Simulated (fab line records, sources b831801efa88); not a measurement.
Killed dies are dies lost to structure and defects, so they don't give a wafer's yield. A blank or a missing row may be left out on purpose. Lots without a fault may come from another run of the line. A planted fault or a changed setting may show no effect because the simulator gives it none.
Which tool did it? | flow sky130 | 6 lots, 18 wafers sampled, at 2 steps of a route of 708

WHAT THE GAUGES READ, wafer by wafer
SKY_POLY_GATE_THK_MEAS_21.
lot  | measured     | on            | POLY_GATE_OXIDATION_THK (nm)
L673 | day 16 11:22 | film_metro-03 | 4.01 4.01 4.08
L676 | day 18 06:29 | film_metro-03 | 4.05 4.13 4.00
L678 | day 18 22:48 | film_metro-01 | 4.10 4.12 4.11
L680 | day 19 13:09 | film_metro-04 | 3.95 3.93 3.95
L683 | day 20 14:38 | film_metro-01 | 4.01 3.97 4.07
L685 | day 21 07:34 | film_metro-03 | 4.59 4.62 4.58

WHICH TOOL RAN EACH LOT (tool, then ch and the chambers of the sampled wafers, then the start)
lot  | SKY_POLY_GATE_OXIDATION_20
L673 | furnace-02 ch 0, day 16 10:06
L676 | furnace-01 ch 0, day 18 05:14
L678 | furnace-01 ch 0, day 18 21:33
L680 | furnace-02 ch 0, day 19 11:53
L683 | furnace-01 ch 0, day 20 13:23
L685 | furnace-01 ch 0, day 21 06:19
- SKY_POLY_GATE_OXIDATION_20: stabilise 600 s, purge 300 s, target thk 4 nm.

THE ANSWER, worked out from the rows above alone
Rule: what is usual is taken from the lots themselves. Put in order of their means at a reading, lots are off if they are a third of the lots or fewer, leave a main group of 4 or more, and stand apart from it by a gap of 3 or more times the standard deviation of the main group's means; of several such gaps the widest counts. A main group whose means are all the same, to the digits that the tables above print for the reading, isn't used. A lot without any number at a reading at which 4 lots or more have one is off too. The other lots that the step has rows for count as sound.
Off: L685, at SKY_POLY_GATE_THK_MEAS_21 (POLY_GATE_OXIDATION_THK). The main group: mean 4.03 nm, standard deviation 0.055.
A tool fits if, at a process step before that reading, it ran every lot that is off, and no sound lot after the first of them. The gauges at SKY_POLY_GATE_THK_MEAS_21 are tried like those tools. Can't be told from this: 2 tools fit, furnace-01 at SKY_POLY_GATE_OXIDATION_20, film_metro-03 at SKY_POLY_GATE_THK_MEAS_21.

WHAT THE SIMULATOR HAD PUT IN
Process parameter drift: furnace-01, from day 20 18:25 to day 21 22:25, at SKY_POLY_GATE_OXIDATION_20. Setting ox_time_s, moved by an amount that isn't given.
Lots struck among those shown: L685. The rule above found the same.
